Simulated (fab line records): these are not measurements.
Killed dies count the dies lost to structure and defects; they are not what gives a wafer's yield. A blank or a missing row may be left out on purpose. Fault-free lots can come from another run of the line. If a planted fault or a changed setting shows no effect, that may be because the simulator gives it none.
fab line records	flow sky130
record: lots: 5	wafers: 15	lastDay: 50
route steps=708 shown FIELD_ISO@6 PAD_OPEN@708
lots that met no fault: from a run of the same line without faults
startH: hours from the record's first day to the start of the lot's first wafer shown	waitH: hours since the lot's step before	" same as the row above	L1.1+2: a row that stands for several wafers	- value missing, or start not given	* or withheld: withheld	< > ~ a bound
route shown NAME@n: NAME is a module with steps in the file, n the number in the route of the first one	usual: the fault-free wafers' mean and standard deviation	same: alike in all rows	chamber/n: place in a boat	sites: each site's reading	_std_site: how widely they spread, as a standard deviation	_edge_site: outer sites' mean less inner sites'	radiusMm: for every site, how far away it sits from the centre of the wafer	mask NAME#n: copy n	behind: tool/chamber where the wafer was last shaped	hold: the reason the lot was held/the length of the hold in hours/how it ended	device: transistor that didn't switch, given as n, p or np	end of line: at the end of the route, the tests of the same wafers	for a step that has no rows: nothing shown but its recipe	killed: dies that structure and defects cost at the first sort, which is not the same as the wafer's yield	map: per-die view of a wafer (x killed, . not killed, _ where there is no die)
set.NAME: the setting the step ran with; set.NAME@STEP: the setting that earlier step ran with	model.NAME: the simulator's own value behind a step, which no gauge read
lots at some steps of the route; a table a step, a row a wafer
services: a tool's chamber out of use, with start hour (startH, from the record's first day; less than 0 if before it), hours out, and reason
== steps ==
step: SKY_FIELD_ISO_DEHYDRATE_05
recipe: tempC: 200	timeS: 60
step: SKY_FIELD_ISO_HMDS_06
recipe: primeTimeS: 60	primeTempC: 120
step: SKY_FIELD_ISO_COAT_07
recipe: resist: BARC	tempC: withheld	timeS: withheld	spinRpm: 3000	resistThkNm: 60
step: SKY_FIELD_ISO_COAT_08
recipe: resist: KrF-thick	spinRpm: 3000	resistThkNm: 450
step: SKY_FIELD_ISO_SOFTBAKE_09
recipe: tempC: 100	timeS: 90	resist: KrF-thick
step: SKY_FIELD_ISO_EXPOSE_10
recipe: maskId: FOM	na: 0.68	sourceShape: annular	sigmaInner: 0.4	sigmaOuter: 0.8	targetCdNm: 150	doseMj: 28
step: SKY_FIELD_ISO_PEB_11
recipe: pebTempC: withheld	pebTimeS: withheld	resist: KrF-thick
step: SKY_FIELD_ISO_DEVELOP_12
recipe: developTimeS: 60	resist: KrF-thick	devTempC: 21
step: SKY_FIELD_ISO_CD_MEAS_13
recipe: targetCdNm: 150
usual: cdNm: 150.1/1.6
lot.wafer	tool	chamber	startH	waitH	cdNm
L290.2	cdSem-02	-	34.27	-	147.1
L290.4	"	-	"	"	149.3
L290.6	"	-	"	"	148.8
L301.2	cdSem-01	-	92.12	-	150.6
L301.4	"	-	"	"	149.7
L301.5	"	-	"	"	151.7
L305.2	cdSem-01	-	112.57	-	148.2
L305.5	"	-	"	"	151.6
L305.6	"	-	"	"	149.4
L307.2	cdSem-01	-	123.32	-	150.9
L307.4	"	-	"	"	148.5
L307.5	"	-	"	"	149.6
L308.1	cdSem-02	-	128.90	-	148.4
L308.4	"	-	"	"	148.8
L308.6	"	-	"	"	148.1
step: SKY_FIELD_ISO_ETCH_14
recipe: chemistry: N2/H2	target: BARC	ionEnergyEv: 200	sourceW: 500	biasW: 100	pressureMtorr: 30	n2FlowSccm: 100	h2FlowSccm: 200	stopOn: SiO2	timeS: 45.9	targetDepthA: 600
usual: biasW: 100.0/0.33	drypumpMotorCurrentA: 5.8/0.42	oesProductAu: 0.854/0.0046	rfFwdPowerW: 494.9/2.3	throttleValvePct: 13.225/0.0092
lot.wafer	tool	chamber	startH	waitH	biasW	drypumpMotorCurrentA	oesProductAu	rfFwdPowerW	rfHoursCounterH	throttleValvePct
L290.2	rieDiel-01	1	34.37	0.1	99.7	5.6	0.857	494.6	108	13.227
L290.4	"	2	"	"	100.3	5.3	0.861	498.9	22	13.230
L290.6	"	2	"	"	100.0	5.3	0.854	497.6	-	13.222
L301.2	rieDiel-04	0	92.22	0.1	100.0	5.5	0.862	490.2	25	13.223
L301.4	"	2	"	"	100.4	5.5	0.857	491.2	117	13.232
L301.5	"	1	"	"	99.6	5.7	0.855	495.7	-	13.219
L305.2	rieDiel-04	1	112.67	0.1	100.2	5.8	0.849	495.9	62	13.218
L305.5	"	0	"	"	100.0	5.5	0.858	490.3	-	13.236
L305.6	"	3	"	"	99.8	5.6	0.851	499.3	-	13.231
L307.2	rieDiel-01	2	123.42	0.1	99.3	5.3	0.854	495.0	24	13.218
L307.4	"	2	"	"	99.8	5.3	0.855	494.4	-	13.225
L307.5	"	3	"	"	99.3	5.7	0.850	493.1	-	13.228
L308.1	rieDiel-02	0	129.02	0.1	100.2	5.7	0.863	494.7	5	13.226
L308.4	"	1	"	"	99.8	6.6	0.854	494.8	28	13.214
L308.6	"	1	"	"	99.5	6.6	0.849	498.2	-	13.212
step: SKY_FIELD_ISO_ETCH_15
recipe: chemistry: CHF3/O2	targetDepthNm: 180	stopOn: Si	sourceW: 600	biasW: 200	pressureMtorr: 40	chf3FlowSccm: 50	O2_flow_sccm: 5	timeS: 72
usual: biasW: 200.0/0.57	drypumpMotorCurrentA: 5.8/0.43	oesProductAu: 0.942/0.0071	rfFwdPowerW: 595.2/2.1	throttleValvePct: 8.843/0.0087
lot.wafer	tool	chamber	startH	waitH	biasW	drypumpMotorCurrentA	oesProductAu	rfFwdPowerW	rfHoursCounterH	throttleValvePct
L290.2	rieDiel-01	1	34.41	0.0	200.2	5.6	0.947	600.1	108	8.834
L290.4	"	2	"	"	199.0	5.2	0.947	596.8	22	8.848
L290.6	"	2	"	"	198.5	5.3	0.929	597.2	-	8.825
L301.2	rieDiel-04	0	92.27	0.0	200.4	5.5	0.939	594.0	25	8.845
L301.4	"	2	"	"	200.4	5.5	0.946	595.0	117	8.852
L301.5	"	1	"	"	200.5	5.8	0.946	594.9	-	8.850
L305.2	rieDiel-04	1	112.71	0.0	199.5	5.7	0.936	597.4	62	8.855
L305.5	"	0	"	"	200.6	5.5	0.938	592.5	-	8.847
L305.6	"	3	"	"	200.4	5.7	0.939	596.2	-	8.842
L307.2	rieDiel-01	2	123.46	0.0	199.7	5.2	0.942	592.3	24	8.855
L307.4	"	2	"	"	201.1	5.3	0.946	593.4	-	8.823
L307.5	"	3	"	"	199.4	5.7	0.948	595.5	-	8.850
L308.1	rieDiel-02	0	129.07	0.0	200.2	5.7	0.937	598.5	5	8.840
L308.4	"	1	"	"	200.7	6.5	0.938	594.0	28	8.841
L308.6	"	1	"	"	200.3	6.6	0.935	593.9	-	8.835
step: SKY_FIELD_ISO_STRIP_16
recipe: chemistry: O2/N2	powerW: 1419	pressureMtorr: 1500	platenTempC: withheld	o2FlowSccm: 3000	n2FlowSccm: 300	overashFraction: 0.5
usual: drypumpMotorCurrentA: 5.6/0.34	oesProductAu: 0.377/0.0043	stripTimeToEndpointS: 3.49/0.035
lot.wafer	tool	chamber	startH	waitH	drypumpMotorCurrentA	oesProductAu	rfHoursCounterH	stripTimeToEndpointS
L290.2	plasmaAsher-01	0	34.47	0.0	5.0	0.378	34	3.56
L290.4	"	1	"	"	5.7	0.378	-	3.53
L290.6	"	1	"	"	5.7	0.386	-	3.49
L301.2	plasmaAsher-01	1	92.32	0.0	5.7	0.374	40	3.53
L301.4	"	0	"	"	5.0	0.379	-	3.48
L301.5	"	1	"	"	5.7	0.388	-	3.48
L305.2	plasmaAsher-01	1	112.77	0.0	5.7	0.370	42	3.52
L305.5	"	0	"	"	5.0	0.379	-	3.52
L305.6	"	1	"	"	5.7	0.386	-	3.49
L307.2	plasmaAsher-01	1	123.52	0.0	5.7	0.381	43	3.47
L307.4	"	1	"	"	5.7	0.371	-	3.48
L307.5	"	1	"	"	5.7	0.371	-	3.45
L308.1	plasmaAsher-01	1	129.12	0.0	5.7	0.372	43	3.49
L308.4	"	0	"	"	5.0	0.371	-	3.50
L308.6	"	1	"	"	5.6	0.384	-	3.47
step: SKY_FIELD_ISO_ETCH_17
recipe: targetDepthA: 3420	maskMaterial: Si3N4	chemistry: HBr/Cl2/O2	target: Si	taperDeg: 5	icpW: 600	biasW: 150	pressureMtorr: 15	HBr_flow_sccm: 150	Cl2_flow_sccm: 40	O2_flow_sccm: 6	timeS: 97.7
usual: biasW: 149.9/0.45	drypumpMotorCurrentA: 5.6/0.5	oesProductAu: 1.001/0.0092	rfFwdPowerW: 596.5/2	throttleValvePct: 25.656/0.01
lot.wafer	tool	chamber	startH	waitH	biasW	drypumpMotorCurrentA	oesProductAu	rfFwdPowerW	rfHoursCounterH	throttleValvePct	model.FIELD_ISO.featureDepthNm	model.etch.depthNm	model.Si3N4_of_FIELD_ISO_CVD_03.thkNm
L290.2	rieSi-02	1	34.57	0.1	149.8	6.1	0.989	598.9	31	25.653	339.6	339.6	149.7
L290.4	"	0	"	"	149.9	6.3	0.995	595.9	103	25.672	336.7	336.7	148.6
L290.6	"	0	"	"	150.1	6.3	0.987	597.5	-	25.670	333.7	333.7	146.9
L301.2	rieSi-02	0	92.42	0.1	150.6	6.2	0.985	598.0	103	25.653	336.2	336.2	147.8
L301.4	"	2	"	"	150.1	5.0	0.806	600.3	56	25.794	239.3	239.3	152.3
L301.5	"	2	"	"	150.1	4.9	0.801	598.7	-	25.791	239.3	239.3	153.9
L305.2	rieSi-01	3	112.87	0.1	149.8	5.7	0.995	592.6	37	25.657	341.9	341.9	147.9
L305.5	"	0	"	"	150.0	5.4	1.014	593.5	-	25.669	344.6	344.6	147
L305.6	"	1	"	"	150.9	5.8	1.001	592.5	-	25.669	343.4	343.4	148.6
L307.2	rieSi-01	2	123.62	0.1	150.0	5.9	1.012	598.0	4	25.654	346.6	346.6	149.6
L307.4	"	0	"	"	149.9	5.4	1.002	593.7	0	25.666	344.6	344.6	149.1
L307.5	"	1	"	"	149.6	5.8	1.005	594.2	-	25.645	344.9	344.9	150.3
L308.1	rieSi-01	1	129.22	0.1	149.6	5.8	1.007	595.4	21	25.652	343.7	343.7	147.1
L308.4	"	1	"	"	150.4	5.8	0.998	594.1	-	25.651	344	344	148.3
L308.6	"	2	"	"	150.1	5.9	1.013	595.9	-	25.648	347.3	347.3	148.8
step: SKY_FIELD_ISO_WET_ETCH_18
recipe: chemistry: H3PO4	targetDepthNm: 25	tempC: 160	target: Si3N4	timeS: 286
step: SKY_FIELD_ISO_CLEAN_19
recipe: chemistry: SC1/SC2	mix: 1:4:20	tempC: 70	timeS: 150
step: SKY_FIELD_ISO_CLEAN_20
recipe: chemistry: dHF	timeS: 19.36	dilution: 100:1
step: SKY_FIELD_ISO_WET_ETCH_21
recipe: chemistry: dHF	dilution: 100:1	targetDepthNm: 20	dry: ipaMarangoni	target: SiO2	tempC: 25	timeS: 400
step: SKY_FIELD_ISO_OXIDATION_22
recipe: tempC: 950	ambient: O2	stabiliseS: 600	purgeS: 300	targetThkA: 100	oxTimeS: 623
step: SKY_FIELD_ISO_THK_MEAS_23
recipe: reads: SiO2_of_FIELD_ISO_OXIDATION_22
usual: FIELD_ISO_OXIDATION_01_THK: 9.93/0.22
lot.wafer	tool	chamber	startH	waitH	FIELD_ISO_OXIDATION_01_THK[nm]
L290.2	filmMetro-02	-	39.18	0.0	10.19
L290.4	"	-	"	"	10.18
L290.6	"	-	"	"	10.22
L301.2	filmMetro-03	-	96.60	0.0	10.27
L301.4	"	-	"	"	10.30
L301.5	"	-	"	"	10.24
L305.2	filmMetro-02	-	114.55	0.0	9.87
L305.5	"	-	"	"	9.98
L305.6	"	-	"	"	9.94
L307.2	filmMetro-02	-	126.26	0.0	9.91
L307.4	"	-	"	"	9.84
L307.5	"	-	"	"	9.99
L308.1	filmMetro-02	-	130.74	0.0	9.81
L308.4	"	-	"	"	9.90
L308.6	"	-	"	"	9.85
step: SKY_FIELD_ISO_CVD_24
recipe: material: SiO2	targetThkNm: 595	tempC: 650	sigmaOpenFrac: 0.3	timeS: 99.2	sih4FlowSccm: 60	pressureMtorr: 6
step: SKY_FIELD_ISO_THK_MEAS_25
recipe: reads: SiO2_of_FIELD_ISO_CVD_24
usual: FIELD_ISO_CVD_24_THK: 597/5.7
lot.wafer	tool	chamber	startH	waitH	FIELD_ISO_CVD_24_THK[nm]
L290.2	filmMetro-01	-	39.31	0.0	584
L290.4	"	-	"	"	595
L290.6	"	-	"	"	594
L301.2	filmMetro-01	-	96.74	0.0	605
L301.4	"	-	"	"	603
L301.5	"	-	"	"	604
L305.2	filmMetro-03	-	114.68	0.0	596
L305.5	"	-	"	"	593
L305.6	"	-	"	"	595
L307.2	filmMetro-01	-	126.39	0.0	596
L307.4	"	-	"	"	594
L307.5	"	-	"	"	599
L308.1	filmMetro-01	-	130.87	0.0	590
L308.4	"	-	"	"	588
L308.6	"	-	"	"	597
step: SKY_FIELD_ISO_ANNEAL_26
recipe: tempC: 1000	timeS: 1800	ambient: N2
step: SKY_FIELD_ISO_CMP_27
recipe: stopOn: Si3N4	tOverpolishS: 16	downForcePsi: 4	platenRpm: 60	targetThkNm: 457.8	padVelocityMS: 0.94248
usual: edgeZonePressureFrac: 0.999/0.005	motorCurrentA: 12.3/1.3	overpolishRunS: 16.001/0.0083	timeToEndpointS: 114/4.2
same: tOverpolishS: 16
lot.wafer	tool	chamber	startH	waitH	edgeZonePressureFrac	motorCurrentA	overpolishRunS	timeToEndpointS
L290.2	cmp-01	3	42.08	0.0	1.002	11.5	16.013	110
L290.4	"	0	"	"	0.996	14.7	16.002	113
L290.6	"	0	"	"	0.998	14.1	16.004	118
L301.2	cmp-02	3	100.74	0.1	1.001	11.2	16.000	111
L301.4	"	0	"	"	0.995	12.6	16.004	121
L301.5	"	2	"	"	0.996	11.5	15.983	113
L305.2	cmp-02	1	116.33	0.1	0.993	12.7	15.996	113
L305.6	"	3	"	"	1.005	10.4	16.012	115
L305.5	"	0	"	"	1.005	12.8	15.999	115
L307.2	cmp-02	2	128.62	0.0	1.002	11.6	15.996	114
L307.4	"	1	"	"	0.997	13.2	16.006	121
L307.5	"	3	"	"	1.006	10.5	16.011	116
L308.4	cmp-02	0	132.47	0.0	1.002	12.5	16.007	124
L308.1	"	2	"	"	1.004	11.5	15.994	113
L308.6	"	0	"	"	1.003	13.7	15.990	120
step: SKY_FIELD_ISO_WET_ETCH_28
recipe: chemistry: dHF	targetDepthNm: 23.7	target: SiO2	dilution: 10:1	tempC: 25	timeS: 47
lot.wafer	tool	chamber	startH	waitH	model.Si3N4_of_FIELD_ISO_CVD_03.thkNm
L290.2	wetBench-03	2	42.38	0.2	118.8
L290.4	"	2	"	"	117.8
L290.6	"	2	"	"	115.9
L301.2	wetBench-02	1	100.99	0.2	116.6
L301.4	"	1	"	"	120.7
L301.5	"	1	"	"	122.5
L305.2	wetBench-04	0	116.53	0.1	117
L305.5	"	0	"	"	115.9
L305.6	"	0	"	"	117.6
L307.2	wetBench-04	1	128.92	0.2	117.9
L307.4	"	1	"	"	117.4
L307.5	"	1	"	"	118.5
L308.1	wetBench-03	0	132.77	0.1	115.9
L308.4	"	0	"	"	117.2
L308.6	"	0	"	"	117.7
step: SKY_FIELD_ISO_WET_ETCH_29
recipe: chemistry: H3PO4	targetDepthNm: 160	target: Si3N4	tempC: 160	timeS: 1825
step: SKY_PAD_OPEN_PROBE_99
usual: killed_at_M0_to_M3: 43/7.5	killed_at_M4_up: 3.2/1.9	killedAtContacts: 24/5.6	killedAtFrontEnd: 15/4.8	killedAtOther: 0.2/0.54	killedDies: 86/11	killedOpen: 47/7.6	killedShort: 39/7.1
same: grossDies: 492	killedAtBackSide: 0
lot.wafer	tool	chamber	startH	waitH	killed_at_M0_to_M3	killed_at_M4_up	killedAtContacts	killedAtFrontEnd	killedAtOther	killedDies	killedOpen	killedShort	model.etest.res_p_drift_20v.lineOhmUm	model.etest.res_p_drift_20v.rsOhmSq	model.etest.pfet_16v.rOnOhmUm	model.etest.resIsoPwell.rsOhmSq	model.etest.resIsoPwell.lineOhmUm	model.etest.resNwell.lineOhmUm	model.etest.resNwell.rsOhmSq	model.etest.capPolyToWell.cAfUm2
L290.2	prober-02	-	1106.84	0.1	34	8	16	14	0	72	42	30	1.067e+04	9041	1.479e+04	2840	1083	1050	894.1	92.25
L290.4	prober-02	-	1106.94	0.2	41	1	27	11	0	80	42	38	1.048e+04	8822	1.472e+04	2830	1073	1053	884.9	92.04
L290.6	prober-02	-	1107.04	0.2	51	4	32	18	0	105	60	45	1.02e+04	8677	1.459e+04	2726	1022	1032	873.7	96.14
L301.2	prober-01	-	1174.47	0.1	39	2	31	8	0	80	49	31	1.014e+04	8434	1.474e+04	2688	1014	1093	914.2	93.79
L301.4	prober-01	-	1174.57	0.2	43	3	34	20	0	100	54	46	7766	6588	1.277e+04	1901	714	893.6	743.8	125.4
L301.5	prober-01	-	1174.62	0.2	57	2	25	10	1	95	55	40	7892	6616	1.28e+04	1916	730.7	903.1	739.1	124.3
L305.2	prober-02	-	1185.35	0.1	40	4	12	18	0	74	44	30	1.146e+04	9608	1.557e+04	3279	1238	1123	961.1	90.47
L305.5	prober-02	-	1185.50	0.2	45	1	21	10	0	77	50	27	1.164e+04	9671	1.552e+04	3380	1264	1138	977.7	92.22
L305.6	prober-02	-	1185.55	0.2	34	2	31	25	1	93	51	42	1.162e+04	9588	1.568e+04	3370	1265	1146	972.1	91.75
L307.2	prober-02	-	1193.16	0.1	36	2	32	22	0	92	36	56	1.337e+04	1.134e+04	1.511e+04	2931	1129	1124	953.2	91.45
L307.4	prober-02	-	1193.26	0.2	34	5	36	17	0	92	54	38	1.327e+04	1.113e+04	1.498e+04	2914	1117	1125	945.3	90.48
L307.5	prober-02	-	1193.31	0.2	41	2	25	24	2	94	46	48	1.362e+04	1.123e+04	1.5e+04	2935	1104	1140	957.5	92.84
L308.1	prober-01	-	1201.15	0.1	40	4	18	14	0	76	46	30	1.07e+04	8855	1.535e+04	3136	1195	1130	951.1	91.31
L308.4	prober-01	-	1201.30	0.2	29	6	19	17	0	71	29	42	1.102e+04	9042	1.559e+04	3276	1250	1156	960.9	88.14
L308.6	prober-01	-	1201.40	0.2	38	1	24	26	0	89	57	32	1.114e+04	9288	1.591e+04	3425	1289	1152	975.7	92.8
killed by level:class
L290.2 VIA1:geometricParticle:open=12 CONTACT:geometricParticle:open=8 POLY_GATE:geometricParticle:open=5 METAL4:geometricParticle:short=5 VIA1:geometricParticle:short=4 METAL2:geometricParticle:short=4 POLY_GATE:geometricParticle:short=3 METAL3:geometricParticle:short=3
L290.4 CONTACT:geometricParticle:open=9 VIA1:geometricParticle:open=8 METAL1:geometricParticle:short=6 LI_CONTACT:geometricParticle:open=5 CONTACT:geometricParticle:short=5 VIA3:geometricParticle:short=5 VIA2:geometricParticle:open=5 FIELD_ISO:geometricParticle:short=4
L290.6 CONTACT:geometricParticle:open=11 VIA1:geometricParticle:open=11 LOCAL_INTERCONNECT:geometricParticle:short=10 VIA3:geometricParticle:open=9 VIA2:geometricParticle:open=8 LI_CONTACT:geometricParticle:open=7 FIELD_ISO:geometricParticle:short=5 METAL2:geometricParticle:short=5
L301.2 CONTACT:geometricParticle:open=13 VIA1:geometricParticle:open=13 CONTACT:geometricParticle:short=9 LI_CONTACT:geometricParticle:open=6 VIA3:geometricParticle:open=5 VIA2:geometricParticle:open=4 VIA1:geometricParticle:short=4 METAL2:geometricParticle:short=3
L301.4 CONTACT:geometricParticle:open=20 VIA1:geometricParticle:short=10 VIA1:geometricParticle:open=8 METAL2:geometricParticle:short=8 VIA2:geometricParticle:open=7 FIELD_ISO:geometricParticle:open=5 LI_CONTACT:geometricParticle:open=5 FIELD_ISO:geometricParticle:short=4
L301.5 VIA1:geometricParticle:open=12 VIA1:geometricParticle:short=10 VIA3:geometricParticle:open=9 VIA2:geometricParticle:open=8 CONTACT:geometricParticle:open=8 METAL2:geometricParticle:short=7 LI_CONTACT:geometricParticle:open=5 CONTACT:geometricParticle:short=5
L305.2 VIA1:geometricParticle:open=14 VIA2:geometricParticle:open=9 METAL1:geometricParticle:short=6 POLY_GATE:geometricParticle:short=5 LI_CONTACT:geometricParticle:open=5 FIELD_ISO:geometricParticle:short=4 METAL2:geometricParticle:short=4 VIA3:geometricParticle:open=4
L305.5 VIA2:geometricParticle:open=9 CONTACT:geometricParticle:open=8 VIA1:geometricParticle:open=8 LI_CONTACT:geometricParticle:open=7 METAL1:geometricParticle:short=7 METAL2:geometricParticle:short=7 VIA3:geometricParticle:open=6 FIELD_ISO:geometricParticle:open=4
L305.6 CONTACT:geometricParticle:open=10 VIA1:geometricParticle:open=9 FIELD_ISO:geometricParticle:short=7 FIELD_ISO:geometricParticle:open=7 POLY_GATE:geometricParticle:short=5 LI_CONTACT:geometricParticle:short=5 LI_CONTACT:geometricParticle:open=5 CONTACT:geometricParticle:short=5
L307.2 CONTACT:geometricParticle:open=11 METAL2:geometricParticle:short=8 FIELD_ISO:geometricParticle:short=7 LI_CONTACT:geometricParticle:open=7 VIA1:geometricParticle:open=7 POLY_GATE:geometricParticle:short=6 LI_CONTACT:geometricParticle:short=5 CONTACT:geometricParticle:short=5
L307.4 CONTACT:geometricParticle:open=12 LI_CONTACT:geometricParticle:open=11 VIA1:geometricParticle:open=9 VIA3:geometricParticle:open=8 VIA1:geometricParticle:short=6 FIELD_ISO:geometricParticle:open=5 LOCAL_INTERCONNECT:geometricParticle:short=5 CONTACT:geometricParticle:short=5
L307.5 CONTACT:geometricParticle:open=8 LI_CONTACT:geometricParticle:open=7 VIA1:geometricParticle:open=7 METAL1:geometricParticle:short=6 POLY_GATE:geometricParticle:open=6 POLY_GATE:geometricParticle:short=6 FIELD_ISO:geometricParticle:open=5 METAL2:geometricParticle:short=5
L308.1 VIA3:geometricParticle:open=10 CONTACT:geometricParticle:open=8 VIA1:geometricParticle:open=8 FIELD_ISO:geometricParticle:open=6 POLY_GATE:geometricParticle:open=5 VIA1:geometricParticle:short=5 LI_CONTACT:geometricParticle:short=4 METAL1:geometricParticle:short=4
L308.4 METAL1:geometricParticle:short=9 FIELD_ISO:geometricParticle:short=8 LI_CONTACT:geometricParticle:open=6 CONTACT:geometricParticle:open=5 VIA3:geometricParticle:open=5 VIA1:geometricParticle:short=5 CONTACT:geometricParticle:short=4 POLY_GATE:geometricParticle:short=3
L308.6 LI_CONTACT:geometricParticle:open=11 VIA2:geometricParticle:open=9 VIA3:geometricParticle:open=9 FIELD_ISO:geometricParticle:short=8 CONTACT:geometricParticle:open=8 POLY_GATE:geometricParticle:open=6 VIA1:geometricParticle:open=6 FIELD_ISO:geometricParticle:open=5
== services ==
tool	chamber	startH	hours	kind
rieDiel-02	-	17.64	14.6	pm
plasmaAsher-01	-	47.06	0.3	repair
cmp-02	-	54.21	5.4	pm
cmp-01	-	64.00	4.0	pm
cmp-01	-	68.00	-	consumableReplace:conditioner
cmp-01	-	68.00	-	consumableReplace:pad
rieSi-01	0	69.36	-	clean
rieSi-01	0	69.36	18.7	scheduledDown
rieSi-01	0	69.36	18.7	ventCycle
rieDiel-02	3	74.78	3.2	repair
rieSi-01	3	78.85	3.5	repair
rieDiel-01	0	87.94	51.5	repair
rieSi-01	2	92.46	11.7	repair
rieDiel-04	3	114.64	26.2	repair
rieSi-01	0	125.10	7.4	repair
== key ==
firstSign: step: SKY_FIELD_ISO_ETCH_17	reading: oesProductAu	direction: down	sigmas: 21	usual: 1.001	struck: 0.803
effect: step: SKY_FIELD_ISO_ETCH_17	reading: throttleValvePct	direction: up	sigmas: 13	usual: 25.656	struck: 25.792
modelEffect: step: SKY_FIELD_ISO_ETCH_17	value: FIELD_ISO.featureDepthNm	without: 341.5	struck: 239.3
modelEffect: step: SKY_FIELD_ISO_WET_ETCH_28	value: Si3N4_of_FIELD_ISO_CVD_03.thkNm	without: 117.1	struck: 121.6
modelEffect: step: SKY_PAD_OPEN_PROBE_99	value: etest.res_p_drift_20v.lineOhmUm	without: 1.041e+04	struck: 7829
metAt SKY_FIELD_ISO_ETCH_17
struckWafers L301.4,L301.5
testerLeftOut L301
fault: kind: processParameterDrift	tool: rieSi-02	chamber: 2	onsetH: 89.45	steps: SKY_FIELD_ISO_ETCH_17	channel: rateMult	offset: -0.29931	shape: step	endH: 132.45
testerLeftOut: of these lots the tester's yield and bins aren't shown, on N5 and GAA mostly nor the transistor test; their killed dies are dies lost to structure and defects alone, not to doping, threshold or leakage, so they don't give the yield
